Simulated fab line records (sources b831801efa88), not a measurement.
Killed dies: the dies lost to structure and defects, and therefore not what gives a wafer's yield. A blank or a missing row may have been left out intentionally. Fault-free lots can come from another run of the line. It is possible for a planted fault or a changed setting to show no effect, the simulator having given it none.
8D (eight disciplines) problem report, filled in by code :: flow sky130 :: the parts of the form that need people (team, actions taken, sign-off) are left out

1. THE ISSUE
Wafers without a fault read 2.71 s, standard deviation 0.033; strip time to endpoint s at SKY_METAL1_STRIP_20 reads a mean of 3.03 s on 5 wafers belonging to 2 lots. That puts it +9.8 standard deviations away from the usual mean.
The step: strips in O2/N2.
Seen first at day 36 04:40 on plasma asher-04, wafer L983.1. Wafers with a number at this step in the record: 33, from 11 lots. Rule for "out" (also "out of limits"): further than 4 standard deviations from the usual mean. Any other wafer with a number is counted as sound.

2. WHAT THIS IS AND IS NOT
question: which readings at this step
is: strip time to endpoint s
is not: drypump motor current A

question: which lots
is: L983, L985
is not: L974, L975, L976, L986, L988, L989, L992, L993, L996

question: which wafers of those lots
is: L983.1, L983.4, L985.2, L985.4, L985.6
is not: L983.6

question: read on which tools
is: plasma asher-02, plasma asher-04
is not: plasma asher-01

question: when
is: from day 36 04:40
is not: up to then (10 sound wafers); but 18 sound wafers of L986, L988, L989, L992, L993, L996 came after

3. WHAT RULES OUT EACH SUSPECT
Counting: a tool at a process step up to the reading stays a suspect if it ran every lot that is out. Sound lots after the first of them don't rule it out here, since some wafers of a struck lot are sound.
- pvd sputter-03 at SKY_METAL1_SPUTTER_00 (material Ti, target thk 15 nm, time 10 s): kept. Every lot that is out went through it, the first being L983 (day 35 00:51); the last sound lot it ran before that was L975 (day 31 07:20).
- rie metal-02 at SKY_METAL1_METAL_ETCH_19 (etches the open film in Cl2/BCl3, stops on SiO2, target depth 360 nm, time 78 s): kept. Every lot that is out went through it, the first being L983 (day 36 04:34); the last sound lot it ran before that was L976 (day 32 22:19).
- The sound lot-mates ran in chamber 0 of rie metal-02 at SKY_METAL1_METAL_ETCH_19, but the wafers that are out ran in chamber 1.
The count leaves rie metal-02 at SKY_METAL1_METAL_ETCH_19 and pvd sputter-03 at SKY_METAL1_SPUTTER_00.

4. THE CAUSE (what the simulator had put in)
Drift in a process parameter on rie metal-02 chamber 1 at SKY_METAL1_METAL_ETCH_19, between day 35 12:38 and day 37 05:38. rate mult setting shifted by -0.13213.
Counting leaves 2 suspects; this tool is one of them.

5. SEQUENCE OF EFFECTS, ordered by route
Each row: a reading where the mean over the struck wafers with a number is more than 3 standard deviations away from the usual. Readings are gone through only where the record gives a usual standard deviation; hours: the median, over the lots, of the time from a lot's start at the first step in this table giving one to that lot's start at this step; sigmas: the change measured in usual standard deviations.
hours: 0
step: SKY_METAL1_STRIP_20
reading: strip time to endpoint s
usual: 2.71 s
on struck wafers: 3.03
change: +0.32
sigmas: +9.8
The process steps in it:
- SKY_METAL1_STRIP_20: strips in O2/N2.

6. WHAT WOULD HAVE CAUGHT IT SOONER
First out-of-limits reading in this record: day 36 04:40, which is 16 hours after fault onset at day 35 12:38.
Tool readings at SKY_METAL1_METAL_ETCH_19 with a usual standard deviation given in the record: none out on any struck wafer, hence no alarm at a limit of 4 standard deviations on them.
Among the 2 lots that are out, L985 began SKY_METAL1_METAL_ETCH_19 on rie metal-02 after day 36 04:40. Putting the tool on hold at that point would have spared it.
